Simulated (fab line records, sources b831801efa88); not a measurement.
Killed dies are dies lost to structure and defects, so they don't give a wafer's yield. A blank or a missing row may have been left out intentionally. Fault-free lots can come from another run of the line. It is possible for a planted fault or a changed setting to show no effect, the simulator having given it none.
Chamber matching -- flow gf180mcu -- GF_V4_CVD_02 on pecvd-04: 3 sister chambers
The step deposits SiO2 from TEOS, target thk 850 nm, time 94.851 s. 27 wafers are shown with their chamber, then 12 later ones without.

== WAFERS, EACH WITH ITS CHAMBER ==
wafer,chamber,heaterPowerW (W)
L076.1,0,641
L076.3,1,459
L076.5,2,731
L077.1,2,652
L077.2,0,684
L077.3,1,483
L077.4,1,507
L077.5,0,712
L077.6,2,682
L079.1,1,485
L079.2,0,644
L079.3,2,702
L079.4,1,518
L079.5,2,581
L079.6,0,691
L080.1,1,438
L080.3,2,685
L080.5,1,475
L081.1,0,667
L081.2,2,743
L081.5,0,713
L087.1,1,418
L087.4,2,680
L087.6,1,474
L089.1,1,488
L089.3,2,719
L089.4,2,717

SIGNATURES, as means of the wafers listed above
reading,chamber 0,chamber 1,chamber 2,scatter within a chamber
heaterPowerW,678.86,474.50,689.20,37.1
Rule: for a wafer and a chamber, the distance is found by dividing, reading by reading, the gap between the wafer's reading and the chamber's mean by the reading's scatter, squaring, summing and taking the root. If the next closest chamber is less than 2 further off than the closest, the wafer can't be placed; otherwise it belongs to the closest. How the scatter is found: for the shown wafers, subtract from each reading the mean of its chamber, square and add these, divide the total by (wafers less chambers), then take the root.

== WAFERS WHOSE CHAMBER IS MISSING ==
wafer,heaterPowerW (W)
L090.1,679
L090.3,499
L090.6,521
L091.1,736
L091.2,531
L091.3,617
L092.2,424
L092.3,715
L092.6,463
L096.1,609
L096.3,631
L096.6,689

== CHAMBER TAKEN BY EACH ==
wafer,from the rows above,in truth
L090.1,can't be placed: 0 or 2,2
L090.3,1,1
L090.6,1,1
L091.1,can't be placed: 2 or 0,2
L091.2,1,1
L091.3,can't be placed: 0 or 2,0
L092.2,1,1
L092.3,can't be placed: 2 or 0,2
L092.6,1,1
L096.1,can't be placed: 0 or 2 or 1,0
L096.3,can't be placed: 0 or 2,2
L096.6,can't be placed: 2 or 0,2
Correctly placed: 5 of 12. Cannot be placed on the basis of these rows: 7; the candidates contain the true chamber in 7. Number placed wrongly: 0.
